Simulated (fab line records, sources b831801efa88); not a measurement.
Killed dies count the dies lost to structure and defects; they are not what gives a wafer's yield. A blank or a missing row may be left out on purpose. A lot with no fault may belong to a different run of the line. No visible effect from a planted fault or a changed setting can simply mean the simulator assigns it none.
Which tool did it? || flow gf180mcu || 12 lots (36 wafers sampled), 1 step of a 602-step route

## WHAT THE GAUGES READ, wafer by wafer
GF_V2_BOW_MEAS_05.
{"lot": "L075", "measured": "day 20 01:02", "on": "filmMetro-04", "V2_BOW (um)": "104 97 102"}
{"lot": "L076", "measured": "day 20 13:06", "on": "filmMetro-03", "V2_BOW (um)": "98 86 94"}
{"lot": "L079", "measured": "day 21 09:39", "on": "filmMetro-02", "V2_BOW (um)": "97 101 94"}
{"lot": "L081", "measured": "day 22 03:37", "on": "filmMetro-02", "V2_BOW (um)": "99 104 98"}
{"lot": "L083", "measured": "day 22 19:41", "on": "filmMetro-04", "V2_BOW (um)": "96 99 94"}
{"lot": "L085", "measured": "day 23 13:29", "on": "filmMetro-04", "V2_BOW (um)": "96 92 103"}
{"lot": "L087", "measured": "day 24 07:00", "on": "filmMetro-03", "V2_BOW (um)": "89 95 107"}
{"lot": "L089", "measured": "day 24 16:30", "on": "filmMetro-03", "V2_BOW (um)": "106 93 115"}
{"lot": "L091", "measured": "day 25 15:46", "on": "filmMetro-03", "V2_BOW (um)": "102 99 99"}
{"lot": "L093", "measured": "day 25 20:31", "on": "filmMetro-04", "V2_BOW (um)": "110 96 97"}
{"lot": "L095", "measured": "day 27 06:44", "on": "filmMetro-04", "V2_BOW (um)": "101 102 92"}
{"lot": "L097", "measured": "day 27 10:55", "on": "filmMetro-02", "V2_BOW (um)": "107 101 102"}

## WHAT TOOL EACH LOT RAN ON (gives the tool, then ch and the chambers of the sampled wafers, and finally the start)
The record holds no process step before these readings.

## THE ANSWER, worked out from the rows above alone
Rule: the usual values come from the lots themselves. Put in order of their means at a reading, lots are off if they are a third of the lots or fewer, leave a main group of 4 or more, and stand apart from it by a gap of 3 or more times the standard deviation of the main group's means; of several such gaps the widest counts. The tables above print the reading to a certain number of digits; a main group whose means all agree to those digits is not used. Also off: a lot with no number at a reading for which 4 or more lots have one. Where the step has rows for the other lots, those lots are counted as sound.
No lot is off on any of the readings shown, so nothing can be concluded from this.

## WHAT HAD BEEN PUT IN BY THE SIMULATOR
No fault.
